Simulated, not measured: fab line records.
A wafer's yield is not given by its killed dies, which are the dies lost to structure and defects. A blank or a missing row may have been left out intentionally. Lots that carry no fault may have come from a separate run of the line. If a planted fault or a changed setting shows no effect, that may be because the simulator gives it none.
Which tool was responsible?    flow gf180mcu    11 lots with 33 wafers sampled at 4 steps, on a route of 602 steps

## WHAT EACH GAUGE READ, for each wafer
GF_M1_RS_MEAS_05: the measuring method here is four-point-probe.
lot   measured      on            M1_ALCU_RS (ohm/sq)
L655  day 16 10:58  filmMetro-04  0.0687 0.0693 0.0684
L656  day 16 18:26  filmMetro-02  0.0689 0.0685 0.0690
L657  day 17 03:36  filmMetro-03  0.0695 0.0690 0.0703
L658  day 17 17:17  filmMetro-03  0.0685 0.0690 0.0690
L661  day 18 21:39  filmMetro-02  0.0709 0.0691 0.0700
L667  day 20 23:50  filmMetro-03  0.0475 0.0478 0.0478 0.0474 0.0478 0.0478
L668  day 21 07:40  filmMetro-03  0.0475 0.0476 0.0471 0.0474 0.0476 0.0472
L674  day 23 06:31  filmMetro-04  0.0678 0.0678 0.0680
L675  day 23 13:25  filmMetro-02  0.0686 0.0700 0.0689
L676  day 23 20:23  filmMetro-02  0.0697 0.0690 0.0688
L677  day 24 15:28  filmMetro-04  0.0693 0.0691 0.0692

## WHICH TOOL RAN EACH LOT (tool, then ch and the chambers of the sampled wafers, then the start)
lot   GF_SALICIDE_SPUTTER_03       GF_SALICIDE_RTA_08               GF_M1_SPUTTER_02
L655  pvdSputter-01, day 15 09:26  rtpAnneal-02 ch 0, day 15 09:52  pvdSputter-04, day 16 10:50
L656  pvdSputter-01, day 15 17:23  rtpAnneal-02 ch 0, day 15 17:47  pvdSputter-03, day 16 18:20
L657  pvdSputter-03, day 16 02:34  rtpAnneal-02 ch 0, day 16 02:58  pvdSputter-03, day 17 03:31
L658  pvdSputter-01, day 16 16:17  rtpAnneal-02 ch 0, day 16 16:47  pvdSputter-03, day 17 17:11
L661  pvdSputter-01, day 17 19:10  rtpAnneal-02 ch 0, day 17 19:37  pvdSputter-02, day 18 21:31
L667  pvdSputter-04, day 19 20:38  rtpAnneal-01 ch 0, day 19 21:02  pvdSputter-03, day 20 23:45
L668  pvdSputter-04, day 20 04:26  rtpAnneal-02 ch 0, day 20 04:50  pvdSputter-03, day 21 07:35
L674  pvdSputter-01, day 22 04:23  rtpAnneal-02 ch 0, day 22 04:47  pvdSputter-04, day 23 06:23
L675  pvdSputter-01, day 22 12:39  rtpAnneal-01 ch 0, day 22 13:02  pvdSputter-04, day 23 13:20
L676  pvdSputter-01, day 22 19:01  rtpAnneal-01 ch 0, day 22 19:26  pvdSputter-04, day 23 20:17
L677  pvdSputter-01, day 23 14:26  rtpAnneal-02 ch 0, day 23 14:55  pvdSputter-03, day 24 15:23
- GF_SALICIDE_SPUTTER_03: material TiN, target thk 20 nm, time 16.7 s.
- GF_SALICIDE_RTA_08: time 30 s.
- GF_M1_SPUTTER_02: material AlCu, target thk 450 nm, time 23.9 s.

## THE ANSWER, worked out from the rows above alone
Rule: what is usual is taken from the lots themselves. The widest of any qualifying gaps counts: lots, ordered by their means at a reading, are off when they make up no more than a third of the lots, leave a main group of 4 or more, and stand apart from it by 3 or more times the standard deviation of that group's means. A main group is skipped when, at the precision printed for the reading in the tables above, its means are all equal. A lot without any number at a reading at which 4 lots or more have one is off too. Where the step has rows for the other lots, those lots are counted as sound.
Off: at GF_M1_RS_MEAS_05 (M1_ALCU_RS), L667, L668. Main group: mean 0.0690 ohm/sq, sd 0.00056.
If a tool, at a process step before that reading, ran all the lots that are off and no sound lot after the first of them, it fits. Gauges at GF_M1_RS_MEAS_05: tried the same way as those tools. This does not decide it: 2 tools fit, namely pvdSputter-04 at GF_SALICIDE_SPUTTER_03 and filmMetro-03 at GF_M1_RS_MEAS_05.

## WHAT THE SIMULATOR HAD PUT IN
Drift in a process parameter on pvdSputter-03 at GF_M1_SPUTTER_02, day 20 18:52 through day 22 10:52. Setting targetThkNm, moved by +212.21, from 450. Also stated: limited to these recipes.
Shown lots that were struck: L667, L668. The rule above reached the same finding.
